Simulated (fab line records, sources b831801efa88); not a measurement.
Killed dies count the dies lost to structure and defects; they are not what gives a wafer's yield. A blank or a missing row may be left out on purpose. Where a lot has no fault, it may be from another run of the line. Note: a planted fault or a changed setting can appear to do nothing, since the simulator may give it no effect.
Which tool is to blame?	flow sky130	24 lots, 72 wafers sampled, at 6 steps of a route of 708

WHAT THE GAUGES SHOWED, per wafer
The record lacks any reading of a measuring or inspecting step that a usual standard deviation could be used to judge.

WHICH TOOL RAN EACH LOT (tool, then ch and the chambers of the sampled wafers, then the start)
lot	SKY_METAL1_SPUTTER_02	SKY_METAL1_METAL_ETCH_19	SKY_CAP2M_STRIP_14	SKY_METAL4_STRIP_19	SKY_VIA4_CMP_21	SKY_PASSIVATION_STRIP_12
L074	pvdSputter-04, day 30 07:38	rieMetal-02 ch 0, day 31 11:55	plasmaAsher-04 ch 0,1, day 39 12:08	plasmaAsher-03 ch 0,1, day 40 13:56	cmp-02 ch 0,1, day 41 16:40	plasmaAsher-04 ch 0,1, day 43 18:11
L075	pvdSputter-02, day 31 20:52	rieMetal-03 ch 0,1, day 32 23:40	plasmaAsher-03 ch 0,1, day 40 14:28	plasmaAsher-04 ch 0,1, day 41 15:47	cmp-02 ch 0,1,2, day 42 17:27	plasmaAsher-03 ch 0,1, day 44 16:05
L076	pvdSputter-01, day 32 13:08	rieMetal-03 ch 0, day 33 15:09	plasmaAsher-04 ch 0,1, day 41 10:43	plasmaAsher-02 ch 0,1, day 42 11:57	cmp-02 ch 0,1,3, day 43 13:42	plasmaAsher-04 ch 0,1, day 45 11:52
L077	pvdSputter-01, day 33 10:29	rieMetal-02 ch 0,1, day 34 10:22	plasmaAsher-04 ch 0,1, day 42 04:31	plasmaAsher-02 ch 0,1, day 43 05:27	cmp-01 ch 0,1, day 44 07:10	plasmaAsher-03 ch 0,1, day 46 03:08
L078	pvdSputter-04, day 33 12:11	rieMetal-03 ch 0,1, day 34 11:55	plasmaAsher-01 ch 0,1, day 42 06:39	plasmaAsher-03 ch 0,1, day 43 06:24	cmp-02 ch 0,1,2, day 44 07:53	plasmaAsher-03 ch 1, day 46 04:05
L079	pvdSputter-02, day 33 17:24	rieMetal-04 ch 0,1, day 34 16:37	plasmaAsher-01 ch 0,1, day 42 11:34	plasmaAsher-04 ch 0,1, day 43 12:05	cmp-02 ch 1,2,3, day 44 12:50	plasmaAsher-03 ch 0,1, day 46 07:37
L080	pvdSputter-04, day 34 00:29	rieMetal-02 ch 0,1, day 34 23:58	plasmaAsher-04 ch 0,1, day 42 15:40	plasmaAsher-02 ch 0,1, day 43 16:44	cmp-02 ch 1,2,3, day 44 17:03	plasmaAsher-03 ch 0,1, day 46 12:28
L081	pvdSputter-01, day 34 12:07	rieMetal-04 ch 0,1, day 35 14:31	plasmaAsher-01 ch 0,1, day 43 07:38	plasmaAsher-03 ch 0,1, day 44 08:17	cmp-01 ch 1,2, day 45 08:36	plasmaAsher-03 ch 0,1, day 47 03:16
L082	pvdSputter-04, day 34 23:58	rieMetal-02 ch 0, day 36 03:02	plasmaAsher-04 ch 0,1, day 43 19:22	plasmaAsher-02 ch 0,1, day 44 18:52	cmp-01 ch 1,2,3, day 45 18:45	plasmaAsher-04 ch 0,1, day 47 11:49
L083	pvdSputter-04, day 35 06:40	rieMetal-04 ch 0,1, day 36 10:04	plasmaAsher-01 ch 0,1, day 43 23:13	plasmaAsher-04 ch 0,1, day 44 21:38	cmp-01 ch 1,2, day 45 21:45	plasmaAsher-04 ch 0,1, day 47 15:19
L084	pvdSputter-01, day 35 12:14	rieMetal-02 ch 0,1, day 36 15:13	plasmaAsher-03 ch 0,1, day 44 05:49	plasmaAsher-03 ch 0,1, day 45 05:16	cmp-01 ch 2,3, day 46 03:43	plasmaAsher-01 ch 0,1, day 47 21:17
L085	pvdSputter-01, day 35 18:37	rieMetal-04 ch 0,1, day 36 20:07	plasmaAsher-03 ch 0, day 44 09:13	plasmaAsher-03 ch 0,1, day 45 08:41	cmp-02 ch 1,3, day 46 07:01	plasmaAsher-01 ch 0, day 48 00:14
L090	pvdSputter-04, day 37 13:41	rieMetal-02 ch 1, day 38 13:16	plasmaAsher-04 ch 0,1, day 45 22:40	plasmaAsher-04 ch 0,1, day 46 20:11	cmp-02 ch 2,3, day 47 18:16	plasmaAsher-04 ch 0,1, day 49 08:19
L087	pvdSputter-01, day 37 13:56	rieMetal-04 ch 0,1, day 38 14:31	plasmaAsher-03 ch 0,1, day 45 21:25	plasmaAsher-03 ch 0, day 46 19:18	cmp-02 ch 1,2,3, day 47 16:58	plasmaAsher-01 ch 0,1, day 49 05:23
L089	pvdSputter-02, day 37 16:45	rieMetal-04 ch 0,1, day 38 17:06	plasmaAsher-03 ch 0,1, day 45 23:31	plasmaAsher-04 ch 0,1, day 46 20:59	cmp-01 ch 2,3, day 47 19:35	plasmaAsher-03 ch 0,1, day 49 09:57
L086	pvdSputter-02, day 37 18:33	rieMetal-03 ch 0,1, day 38 21:13	plasmaAsher-01 ch 0, day 46 01:30	plasmaAsher-02 ch 0,1, day 46 22:51	cmp-01 ch 0,1, day 47 20:15	plasmaAsher-03 ch 1, day 49 11:04
L088	pvdSputter-04, day 37 18:44	rieMetal-02 ch 0,1, day 38 21:40	plasmaAsher-04 ch 0,1, day 46 01:41	plasmaAsher-02 ch 0,1, day 46 23:12	cmp-01 ch 0,3, day 47 21:08	plasmaAsher-01 ch 1, day 49 11:43
L091	pvdSputter-01, day 37 20:11	rieMetal-03 ch 0,1, day 38 22:22	plasmaAsher-01 ch 0,1, day 46 02:54	plasmaAsher-04 ch 0,1, day 47 00:19	cmp-01 ch 0,2,3, day 47 21:30	plasmaAsher-04 ch 0,1, day 49 12:46
L092	pvdSputter-04, day 37 21:46	rieMetal-03 ch 0,1, day 38 23:19	plasmaAsher-04 ch 0,1, day 46 03:10	plasmaAsher-03 ch 0,1, day 47 00:40	cmp-02 ch 1,3, day 47 22:10	plasmaAsher-01 ch 0,1, day 49 13:11
L093	pvdSputter-01, day 37 22:08	rieMetal-04 ch 0,1, day 38 23:40	plasmaAsher-04 ch 1, day 46 04:16	plasmaAsher-02 ch 0,1, day 47 01:36	cmp-01 ch 2,3, day 47 22:55	plasmaAsher-04 ch 0, day 49 13:32
L094	pvdSputter-04, day 38 11:24	rieMetal-02 ch 0,1, day 39 14:49	plasmaAsher-04 ch 0,1, day 46 17:28	plasmaAsher-03 ch 0,1, day 47 13:55	cmp-01 ch 1,3, day 48 10:14	plasmaAsher-03 ch 0,1, day 50 00:10
L095	pvdSputter-04, day 39 08:07	rieMetal-04 ch 0,1, day 40 10:01	plasmaAsher-01 ch 0,1, day 47 08:07	plasmaAsher-02 ch 0,1, day 48 03:35	cmp-01 ch 1,2, day 49 00:58	plasmaAsher-01 ch 0,1, day 50 14:22
L096	pvdSputter-04, day 39 11:39	rieMetal-02 ch 0,1, day 40 13:22	plasmaAsher-03 ch 0,1, day 47 10:02	plasmaAsher-03 ch 0,1, day 48 06:02	cmp-02 ch 0,2,3, day 49 02:29	plasmaAsher-03 ch 0,1, day 50 15:34
L097	pvdSputter-04, day 39 15:07	rieMetal-03 ch 0,1, day 40 16:25	plasmaAsher-04 ch 0,1, day 47 14:40	plasmaAsher-04 ch 0,1, day 48 10:06	cmp-01 ch 0,2, day 49 06:00	plasmaAsher-04 ch 0, day 50 17:38
- SKY_METAL1_SPUTTER_02: material AlCu, target thk 250 nm, time 13.3 s.
- SKY_METAL1_METAL_ETCH_19: etches the open film in Cl2/BCl3, stops on SiO2, target depth 360 nm, time 78 s.
- SKY_CAP2M_STRIP_14: strips in O2/N2.
- SKY_METAL4_STRIP_19: strips in O2/N2.
- SKY_VIA4_CMP_21: polishes, stops on SiO2, t overpolish 25 s, target thk 0 nm.
- SKY_PASSIVATION_STRIP_12: strips in O2/N2.

WHAT THE TOOLS THEMSELVES READ (means of the sampled wafers that have a number; where no wafer has one, the mark that the record gives instead)
SKY_METAL1_SPUTTER_02.
lot	tool	throttleValvePct (%)
L074	pvdSputter-04	29.6
L075	pvdSputter-02	29.8
L076	pvdSputter-01	31.0
L077	pvdSputter-01	30.4
L078	pvdSputter-04	30.0
L079	pvdSputter-02	30.9
L080	pvdSputter-04	30.1
L081	pvdSputter-01	30.5
L082	pvdSputter-04	30.7
L083	pvdSputter-04	30.3
L084	pvdSputter-01	30.4
L085	pvdSputter-01	31.0
L090	pvdSputter-04	30.2
L087	pvdSputter-01	31.9
L089	pvdSputter-02	29.2
L086	pvdSputter-02	29.0
L088	pvdSputter-04	29.4
L091	pvdSputter-01	29.6
L092	pvdSputter-04	29.7
L093	pvdSputter-01	29.0
L094	pvdSputter-04	30.2
L095	pvdSputter-04	29.6
L096	pvdSputter-04	29.6
L097	pvdSputter-04	29.8

SKY_METAL1_METAL_ETCH_19.
lot	tool	drypumpMotorCurrentA (A)	heBacksideLeakSccm (sccm)	mfcCl2Sccm (sccm)	oesProductAu (a.u.)	throttleValvePct (%)
L074	rieMetal-02	5.7	3.6	59.91	0.845	22.262
L075	rieMetal-03	5.5	3.5	60.02	0.855	22.271
L076	rieMetal-03	6.0	3.5	60.17	0.853	22.260
L077	rieMetal-02	5.3	3.5	59.98	0.857	22.263
L078	rieMetal-03	5.5	3.5	60.11	0.852	22.258
L079	rieMetal-04	5.7	3.2	60.10	0.848	22.264
L080	rieMetal-02	5.5	3.6	60.02	0.853	22.266
L081	rieMetal-04	5.7	3.0	59.94	0.851	22.263
L082	rieMetal-02	5.7	3.6	59.88	0.852	22.263
L083	rieMetal-04	5.8	3.1	60.18	0.857	22.257
L084	rieMetal-02	5.3	3.6	60.03	0.857	22.269
L085	rieMetal-04	5.8	3.1	60.12	0.850	22.268
L090	rieMetal-02	5.1	3.3	59.92	0.858	22.277
L087	rieMetal-04	5.9	3.0	60.23	0.861	22.263
L089	rieMetal-04	5.9	3.1	59.99	0.853	22.269
L086	rieMetal-03	5.7	3.4	59.93	0.853	22.263
L088	rieMetal-02	5.6	3.5	60.06	0.852	22.262
L091	rieMetal-03	5.8	3.5	60.00	0.859	22.268
L092	rieMetal-03	5.7	3.4	60.16	0.852	22.267
L093	rieMetal-04	5.7	2.9	60.24	0.863	22.273
L094	rieMetal-02	5.6	3.5	60.11	0.845	22.260
L095	rieMetal-04	5.7	3.2	59.96	0.855	22.261
L096	rieMetal-02	5.3	3.4	60.02	0.850	22.265
L097	rieMetal-03	5.4	3.4	60.17	0.852	22.266

SKY_CAP2M_STRIP_14.
lot	tool	drypumpMotorCurrentA (A)	oesProductAu (a.u.)	stripTimeToEndpointS (s)
L074	plasmaAsher-04	5.4	0.710	12.67
L075	plasmaAsher-03	5.6	0.713	12.67
L076	plasmaAsher-04	5.9	0.709	12.66
L077	plasmaAsher-04	5.9	0.708	12.61
L078	plasmaAsher-01	5.6	0.708	12.64
L079	plasmaAsher-01	5.7	0.711	12.61
L080	plasmaAsher-04	5.5	0.713	12.66
L081	plasmaAsher-01	5.6	0.708	12.64
L082	plasmaAsher-04	5.9	0.712	12.74
L083	plasmaAsher-01	5.6	0.710	12.67
L084	plasmaAsher-03	5.6	0.707	12.64
L085	plasmaAsher-03	5.7	0.711	12.69
L090	plasmaAsher-04	5.5	0.714	12.70
L087	plasmaAsher-03	5.4	0.707	12.71
L089	plasmaAsher-03	5.5	0.714	12.63
L086	plasmaAsher-01	5.4	0.709	12.69
L088	plasmaAsher-04	5.9	0.709	12.61
L091	plasmaAsher-01	5.6	0.711	12.66
L092	plasmaAsher-04	5.9	0.704	12.70
L093	plasmaAsher-04	5.1	0.712	12.70
L094	plasmaAsher-04	5.9	0.713	12.69
L095	plasmaAsher-01	5.7	0.714	12.72
L096	plasmaAsher-03	5.6	0.709	12.65
L097	plasmaAsher-04	5.9	0.711	12.70

SKY_METAL4_STRIP_19.
lot	tool	drypumpMotorCurrentA (A)	oesProductAu (a.u.)	stripTimeToEndpointS (s)
L074	plasmaAsher-03	5.4	0.499	6.57
L075	plasmaAsher-04	5.9	0.500	6.51
L076	plasmaAsher-02	6.3	0.502	6.55
L077	plasmaAsher-02	6.4	0.500	6.48
L078	plasmaAsher-03	5.6	0.500	6.54
L079	plasmaAsher-04	5.9	0.504	6.65
L080	plasmaAsher-02	6.4	0.498	6.51
L081	plasmaAsher-03	5.6	0.500	6.55
L082	plasmaAsher-02	6.4	0.498	6.47
L083	plasmaAsher-04	5.9	0.502	6.55
L084	plasmaAsher-03	5.4	0.507	6.58
L085	plasmaAsher-03	5.6	0.500	6.60
L090	plasmaAsher-04	5.4	0.500	6.58
L087	plasmaAsher-03	5.7	0.496	6.42
L089	plasmaAsher-04	5.4	0.494	6.41
L086	plasmaAsher-02	6.3	0.506	6.58
L088	plasmaAsher-02	6.4	0.501	6.54
L091	plasmaAsher-04	5.9	0.502	6.60
L092	plasmaAsher-03	5.5	0.493	6.34
L093	plasmaAsher-02	6.4	0.505	6.58
L094	plasmaAsher-03	5.6	0.506	6.62
L095	plasmaAsher-02	6.4	0.506	6.61
L096	plasmaAsher-03	5.6	0.506	6.51
L097	plasmaAsher-04	5.5	0.501	6.56

SKY_VIA4_CMP_21.
lot	tool	motorCurrentA (A)	overpolishRunS (s)	timeToEndpointS (s)
L074	cmp-02	10.8	24.992	122
L075	cmp-02	11.3	24.992	121
L076	cmp-02	11.0	25.004	118
L077	cmp-01	10.3	24.997	123
L078	cmp-02	11.0	24.999	120
L079	cmp-02	11.3	24.999	123
L080	cmp-02	11.2	24.989	124
L081	cmp-01	11.3	24.995	127
L082	cmp-01	11.5	25.005	122
L083	cmp-01	11.4	24.990	121
L084	cmp-01	11.0	25.001	121
L085	cmp-02	10.3	24.994	120
L090	cmp-02	12.2	25.006	122
L087	cmp-02	11.4	24.993	122
L089	cmp-01	11.4	24.993	134
L086	cmp-01	9.9	24.994	128
L088	cmp-01	11.0	24.993	122
L091	cmp-01	10.6	25.002	129
L092	cmp-02	10.7	25.007	121
L093	cmp-01	11.5	24.995	134
L094	cmp-01	11.5	25.002	132
L095	cmp-01	11.2	25.010	125
L096	cmp-02	11.8	24.998	119
L097	cmp-01	10.2	24.999	130

SKY_PASSIVATION_STRIP_12.
lot	tool	drypumpMotorCurrentA (A)	oesProductAu (a.u.)	stripTimeToEndpointS (s)
L074	plasmaAsher-04	5.9	0.658	31.44
L075	plasmaAsher-03	5.4	0.662	31.43
L076	plasmaAsher-04	5.9	0.660	31.53
L077	plasmaAsher-03	5.4	0.661	31.51
L078	plasmaAsher-03	5.3	0.663	31.75
L079	plasmaAsher-03	5.6	0.666	31.61
L080	plasmaAsher-03	5.6	0.658	31.56
L081	plasmaAsher-03	5.6	0.663	31.61
L082	plasmaAsher-04	5.5	0.660	31.51
L083	plasmaAsher-04	5.5	0.663	31.39
L084	plasmaAsher-01	5.7	0.658	31.44
L085	plasmaAsher-01	5.4	0.663	31.36
L090	plasmaAsher-04	5.5	0.662	31.44
L087	plasmaAsher-01	5.7	0.659	31.53
L089	plasmaAsher-03	5.4	0.656	31.39
L086	plasmaAsher-03	5.3	0.656	31.57
L088	plasmaAsher-01	5.9	0.658	31.58
L091	plasmaAsher-04	5.9	0.662	31.49
L092	plasmaAsher-01	5.6	0.664	31.57
L093	plasmaAsher-04	6.3	0.663	31.64
L094	plasmaAsher-03	5.6	0.660	31.58
L095	plasmaAsher-01	5.7	0.662	31.51
L096	plasmaAsher-03	5.6	0.661	31.70
L097	plasmaAsher-04	6.3	0.663	31.45

THE ANSWER, worked out from the rows above alone
Rule: the lots themselves supply what counts as usual. The widest of any qualifying gaps counts: lots, ordered by their means at a reading, are off when they make up no more than a third of the lots, leave a main group of 4 or more, and stand apart from it by 3 or more times the standard deviation of that group's means. A main group whose means are all the same, to the digits that the tables above print for the reading, isn't used. A lot without any number at a reading at which 4 lots or more have one is off too. The other lots that the step has rows for count as sound. The gauges are gone through in route order, then the tools' own readings, and for those a lot's mean is taken as printed above. The first step at which some lot is off is used, and at that step the reading that is off furthest; a lot without a number counts as furthest.
Nothing can be told from this: no lot is off at any reading shown.

WHAT HAD BEEN PUT IN BY THE SIMULATOR
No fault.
